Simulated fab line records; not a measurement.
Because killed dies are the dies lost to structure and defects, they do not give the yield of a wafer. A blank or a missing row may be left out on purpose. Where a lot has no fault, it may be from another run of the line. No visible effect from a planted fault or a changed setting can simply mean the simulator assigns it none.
Chamber matching :: flow gf180mcu :: 4 sister chambers for GF_V1_CMP_04 on cmp-02
The step polishes SiO2. 18 wafers are shown with their chamber, then 9 later ones without.

== EACH WAFER AND ITS CHAMBER ==
wafer: L381.1
chamber: 2
motor_current_A (A): 10.8
edge_zone_pressure_frac: 1.001
retaining_ring_pressure_frac: 1.008

wafer: L381.2
chamber: 3
motor_current_A (A): 14.1
edge_zone_pressure_frac: 1.009
retaining_ring_pressure_frac: 0.995

wafer: L381.3
chamber: 0
motor_current_A (A): 9.5
edge_zone_pressure_frac: 1.005
retaining_ring_pressure_frac: 1.007

wafer: L383.1
chamber: 1
motor_current_A (A): 14.8
edge_zone_pressure_frac: 0.993
retaining_ring_pressure_frac: 0.996

wafer: L383.5
chamber: 1
motor_current_A (A): 14.3
edge_zone_pressure_frac: 1.004
retaining_ring_pressure_frac: 0.987

wafer: L383.6
chamber: 2
motor_current_A (A): 10.6
edge_zone_pressure_frac: 1.001
retaining_ring_pressure_frac: 1.000

wafer: L385.3
chamber: 3
motor_current_A (A): 13.9
edge_zone_pressure_frac: 1.002
retaining_ring_pressure_frac: 1.013

wafer: L385.4
chamber: 1
motor_current_A (A): 13.6
edge_zone_pressure_frac: 0.998
retaining_ring_pressure_frac: 1.001

wafer: L385.5
chamber: 0
motor_current_A (A): 9.3
edge_zone_pressure_frac: 1.007
retaining_ring_pressure_frac: 1.001

wafer: L388.1
chamber: 1
motor_current_A (A): 14.6
edge_zone_pressure_frac: 0.990
retaining_ring_pressure_frac: 0.993

wafer: L388.4
chamber: 0
motor_current_A (A): 9.9
edge_zone_pressure_frac: 1.007
retaining_ring_pressure_frac: 1.013

wafer: L388.6
chamber: 0
motor_current_A (A): 9.8
edge_zone_pressure_frac: 1.002
retaining_ring_pressure_frac: 0.998

wafer: L389.2
chamber: 2
motor_current_A (A): 10.3
edge_zone_pressure_frac: 0.994
retaining_ring_pressure_frac: 1.008

wafer: L389.3
chamber: 3
motor_current_A (A): 13.7
edge_zone_pressure_frac: 1.000
retaining_ring_pressure_frac: 0.997

wafer: L389.6
chamber: 2
motor_current_A (A): 10.3
edge_zone_pressure_frac: 0.998
retaining_ring_pressure_frac: 1.005

wafer: L395.3
chamber: 2
motor_current_A (A): 10.6
edge_zone_pressure_frac: 1.003
retaining_ring_pressure_frac: 1.001

wafer: L395.5
chamber: 0
motor_current_A (A): 10.0
edge_zone_pressure_frac: 1.008
retaining_ring_pressure_frac: 1.008

wafer: L395.6
chamber: 1
motor_current_A (A): 15.0
edge_zone_pressure_frac: 0.998
retaining_ring_pressure_frac: 0.996

SIGNATURES, as means of the wafers listed above
reading: motor_current_A
chamber 0: 9.700
chamber 1: 14.460
chamber 2: 10.520
chamber 3: 13.900
scatter within a chamber: 0.359

reading: edge_zone_pressure_frac
chamber 0: 1.00580
chamber 1: 0.99660
chamber 2: 0.99940
chamber 3: 1.00367
scatter within a chamber: 0.00407

reading: retaining_ring_pressure_frac
chamber 0: 1.00540
chamber 1: 0.99460
chamber 2: 1.00440
chamber 3: 1.00167
scatter within a chamber: 0.00597
Rule: a wafer lies at a distance from a chamber equal to the root of the sum of squares, over the readings, of (its reading less the chamber's mean, divided by the reading's scatter). The wafer belongs to the nearest chamber; if the next one is less than 2 further off, it can't be placed. The scatter: the root of (the sum of the squares of (reading less its chamber's mean) over the shown wafers, divided by (wafers less chambers)).

== WAFERS WITHOUT THEIR CHAMBER ==
wafer: L396.1
motor_current_A (A): 10.4
edge_zone_pressure_frac: 0.998
retaining_ring_pressure_frac: 0.996

wafer: L396.2
motor_current_A (A): 13.3
edge_zone_pressure_frac: 0.994
retaining_ring_pressure_frac: 0.999

wafer: L396.6
motor_current_A (A): 14.0
edge_zone_pressure_frac: 1.001
retaining_ring_pressure_frac: 0.999

wafer: L399.2
motor_current_A (A): 10.5
edge_zone_pressure_frac: 0.996
retaining_ring_pressure_frac: 0.998

wafer: L399.4
motor_current_A (A): 9.6
edge_zone_pressure_frac: 1.000
retaining_ring_pressure_frac: 0.990

wafer: L399.5
motor_current_A (A): 10.8
edge_zone_pressure_frac: 0.996
retaining_ring_pressure_frac: 0.991

wafer: L400.1
motor_current_A (A): 9.5
edge_zone_pressure_frac: 0.998
retaining_ring_pressure_frac: 1.001

wafer: L400.3
motor_current_A (A): 13.8
edge_zone_pressure_frac: 1.009
retaining_ring_pressure_frac: 1.005

wafer: L400.5
motor_current_A (A): 10.3
edge_zone_pressure_frac: 0.993
retaining_ring_pressure_frac: 0.995

== WHICH CHAMBER EACH WENT THROUGH ==
wafer: L396.1
from the rows above: can't be placed: 2 or 0
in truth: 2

wafer: L396.2
from the rows above: can't be placed: 3 or 1
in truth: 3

wafer: L396.6
from the rows above: can't be placed: 3 or 1
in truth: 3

wafer: L399.2
from the rows above: 2
in truth: 2

wafer: L399.4
from the rows above: can't be placed: 0 or 2
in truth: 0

wafer: L399.5
from the rows above: 2
in truth: 2

wafer: L400.1
from the rows above: can't be placed: 0 or 2
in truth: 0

wafer: L400.3
from the rows above: 3
in truth: 3

wafer: L400.5
from the rows above: can't be placed: 2 or 0
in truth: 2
Correct placement for 3 of the 9. Can't be placed from these rows: 6 (the true chamber is among the candidates in 6). Number placed wrongly: 0.
